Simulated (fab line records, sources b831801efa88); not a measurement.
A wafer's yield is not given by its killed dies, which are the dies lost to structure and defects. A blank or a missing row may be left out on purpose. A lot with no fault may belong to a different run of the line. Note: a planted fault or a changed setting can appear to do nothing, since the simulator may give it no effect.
Comparing a struck lot with a sound one | flow sky130 | 14 out of 708 route steps
Sound: the wafers L181.3, L181.4, L181.6. Struck: wafers L179.1, L179.3, L179.4. At the end, the cause is stated.
For every step that has rows: the tool of each side, followed by ch and its chambers, followed by its first start. Under that, the readings that differ: sound wafers | struck wafers | difference of the means | sigmas: that difference in standard deviations of wafers without a fault.
alike: words and numbers the same on both sides, and readings whose means are apart by under 2 such deviations; not compared: readings that were withheld, readings missing a value for some wafer, numbers with overlapping values and no deviation given by the record, and bounds like >300 which may hide the same value.
A row with sigmas, a row that says differs or no value, or rows on one side alone: a step with any of these is where the two part. Numbers that don't overlap but have no deviation are shown without sigmas and don't part them. A reading missing from all wafers of one side parts the sides only when that side holds two or more wafers.

first, 5 steps without rows for these wafers: SKY_LDD_N_COAT_02 (resist thk 300 nm); SKY_LDD_N_SOFTBAKE_03 (time 60 s); SKY_LDD_N_EXPOSE_04 (exposes mask NTM, target cd 840 nm); SKY_LDD_N_PEB_05; SKY_LDD_N_DEVELOP_06 (develop time 60 s).
SKY_LDD_N_OVL_MEAS_07:
  sound on overlay-01, day 25 06:37; struck on overlay-01, day 24 16:14
  alike: LDD_N_OVL
then, 6 steps without rows for these wafers: SKY_LDD_N_IMPLANT_08; SKY_LDD_N_IMPLANT_09; SKY_LDD_N_IMPLANT_10; SKY_LDD_N_IMPLANT_11; SKY_LDD_N_IMPLANT_12; SKY_LDD_N_IMPLANT_13.
SKY_LDD_N_IMPLANT_14:
  sound on implanter-02 ch 0, day 25 07:36; struck on implanter-02, day 24 17:11
  no value came back on the struck wafers for beam-energy-keV, beam-on-s (s), end-station-pressure-torr (Torr); on the sound wafers beam-energy-keV reads 49.991 49.984 49.986
after that, 1 step had no rows for these wafers: SKY_LDD_N_IMPLANT_15.

== WHERE THEY PART ==
SKY_LDD_N_IMPLANT_14 only, going by this record.

WHY: what had been put in by the simulator
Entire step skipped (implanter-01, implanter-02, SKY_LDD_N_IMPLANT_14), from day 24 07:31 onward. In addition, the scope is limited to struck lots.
